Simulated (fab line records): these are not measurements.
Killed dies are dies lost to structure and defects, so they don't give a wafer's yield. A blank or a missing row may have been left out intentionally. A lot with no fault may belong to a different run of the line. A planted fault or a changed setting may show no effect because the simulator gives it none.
Tool commonality check || flow gf180mcu || 12 lots and 36 wafers in the sample

WHAT PROMPTED THE OPENING
At GF_VT_IMPLANT_RS_MEAS_47 the reading NWELL_RS is flagged on 2 of 12 lots. No-fault wafers: 488.1 ohm/sq, standard deviation 1.
Rule: a lot is flagged when every wafer of it that has a number lies more than 4 standard deviations from that mean, or none has a number. As for the other lots, they are considered sound.

{"lot": "L719", "measured": "day 7 13:28", "on": "filmMetro-03", "NWELL_RS (ohm/sq), wafer by wafer": "488.6 487.5 487.4", "flag": ""}
{"lot": "L720", "measured": "day 7 19:23", "on": "filmMetro-01", "NWELL_RS (ohm/sq), wafer by wafer": "488.3 489.0 489.7", "flag": ""}
{"lot": "L721", "measured": "day 8 01:14", "on": "filmMetro-01", "NWELL_RS (ohm/sq), wafer by wafer": "488.4 488.5 488.3", "flag": ""}
{"lot": "L722", "measured": "day 8 11:46", "on": "filmMetro-01", "NWELL_RS (ohm/sq), wafer by wafer": "487.6 489.0 488.3", "flag": ""}
{"lot": "L723", "measured": "day 8 19:11", "on": "filmMetro-03", "NWELL_RS (ohm/sq), wafer by wafer": "490.2 488.6 488.6", "flag": ""}
{"lot": "L724", "measured": "day 9 05:20", "on": "filmMetro-03", "NWELL_RS (ohm/sq), wafer by wafer": "487.3 486.6 485.8", "flag": ""}
{"lot": "L725", "measured": "day 9 12:48", "on": "filmMetro-02", "NWELL_RS (ohm/sq), wafer by wafer": "488.3 488.4 488.1", "flag": ""}
{"lot": "L731", "measured": "day 11 03:52", "on": "filmMetro-03", "NWELL_RS (ohm/sq), wafer by wafer": "499.2 497.7 498.3", "flag": "FLAGGED"}
{"lot": "L732", "measured": "day 11 08:06", "on": "filmMetro-02", "NWELL_RS (ohm/sq), wafer by wafer": "499.0 498.5 499.1", "flag": "FLAGGED"}
{"lot": "L736", "measured": "day 12 16:21", "on": "filmMetro-02", "NWELL_RS (ohm/sq), wafer by wafer": "486.6 486.8 488.5", "flag": ""}
{"lot": "L738", "measured": "day 13 08:28", "on": "filmMetro-03", "NWELL_RS (ohm/sq), wafer by wafer": "487.0 486.7 488.2", "flag": ""}
{"lot": "L739", "measured": "day 13 13:07", "on": "filmMetro-02", "NWELL_RS (ohm/sq), wafer by wafer": "489.2 489.5 488.8", "flag": ""}
The numbers of the flagged lots are 498.6 ohm/sq on average: +10.5 ohm/sq against the usual, or +11 standard deviations.

WHICH TOOL EACH LOT WENT THROUGH
The record keeps 1 process step preceding the reading, out of 602 steps on the route. Each cell gives the tool, then ch followed by the chambers the sampled wafers passed through, then the start.
{"lot": "L719", "flag": "", "GF_NWELL_IMPLANT_08": "implanter-03 ch 0, day 3 09:44"}
{"lot": "L720", "flag": "", "GF_NWELL_IMPLANT_08": "implanter-04 ch 0, day 3 13:19"}
{"lot": "L721", "flag": "", "GF_NWELL_IMPLANT_08": "implanter-01 ch 0, day 3 17:51"}
{"lot": "L722", "flag": "", "GF_NWELL_IMPLANT_08": "implanter-01 ch 0, day 4 01:20"}
{"lot": "L723", "flag": "", "GF_NWELL_IMPLANT_08": "implanter-01 ch 0, day 4 06:14"}
{"lot": "L724", "flag": "", "GF_NWELL_IMPLANT_08": "implanter-03 ch 0, day 4 13:30"}
{"lot": "L725", "flag": "", "GF_NWELL_IMPLANT_08": "implanter-01 ch 0, day 4 18:42"}
{"lot": "L731", "flag": "FLAGGED", "GF_NWELL_IMPLANT_08": "implanter-04 ch 0, day 5 23:02"}
{"lot": "L732", "flag": "FLAGGED", "GF_NWELL_IMPLANT_08": "implanter-04 ch 0, day 6 02:56"}
{"lot": "L736", "flag": "", "GF_NWELL_IMPLANT_08": "implanter-03 ch 0, day 7 04:07"}
{"lot": "L738", "flag": "", "GF_NWELL_IMPLANT_08": "implanter-01 ch 0, day 7 17:35"}
{"lot": "L739", "flag": "", "GF_NWELL_IMPLANT_08": "implanter-01 ch 0, day 7 21:20"}
What these steps do:
- GF_NWELL_IMPLANT_08
- GF_VT_IMPLANT_RS_MEAS_47: measures by four-point-probe.

FLAGGED OVER TOTAL, TOOL BY TOOL (the gauges that took the reading come last)
{"step": "GF_NWELL_IMPLANT_08", "tool": "implanter-01", "lots run": 6, "flagged": 0, "share of the flagged lots": "none", "sound lots run after its first flagged lot": "-"}
{"step": "GF_NWELL_IMPLANT_08", "tool": "implanter-03", "lots run": 3, "flagged": 0, "share of the flagged lots": "none", "sound lots run after its first flagged lot": "-"}
{"step": "GF_NWELL_IMPLANT_08", "tool": "implanter-04", "lots run": 3, "flagged": 2, "share of the flagged lots": "all", "sound lots run after its first flagged lot": 0}
{"step": "GF_VT_IMPLANT_RS_MEAS_47", "tool": "filmMetro-01", "lots run": 3, "flagged": 0, "share of the flagged lots": "none", "sound lots run after its first flagged lot": "-"}
{"step": "GF_VT_IMPLANT_RS_MEAS_47", "tool": "filmMetro-02", "lots run": 4, "flagged": 1, "share of the flagged lots": "some", "sound lots run after its first flagged lot": "2 (L736,L739)"}
{"step": "GF_VT_IMPLANT_RS_MEAS_47", "tool": "filmMetro-03", "lots run": 5, "flagged": 1, "share of the flagged lots": "some", "sound lots run after its first flagged lot": "1 (L738)"}

WHAT IS ALLOWED BY THE TABLE
Rows of the table that ran each flagged lot: 1, that is implanter-04 at GF_NWELL_IMPLANT_08.
- implanter-04 at GF_NWELL_IMPLANT_08 ran 3 lots, 2 of them flagged. Last sound lot L720 at day 3 13:19, first flagged lot L731 at day 5 23:02; a fault beginning in between fits. Its own readings lie more than 4 standard deviations out on every wafer of the flagged lots: beamEnergyKeV.
What remains is a single tool, implanter-04 at GF_NWELL_IMPLANT_08.

WHAT THE SIMULATOR HAD INSERTED
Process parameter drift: implanter-04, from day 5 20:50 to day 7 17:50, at GF_NWELL_IMPLANT_08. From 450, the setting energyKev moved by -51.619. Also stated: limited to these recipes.
Struck lots among those shown: L731, L732. Same finding as the rule above.
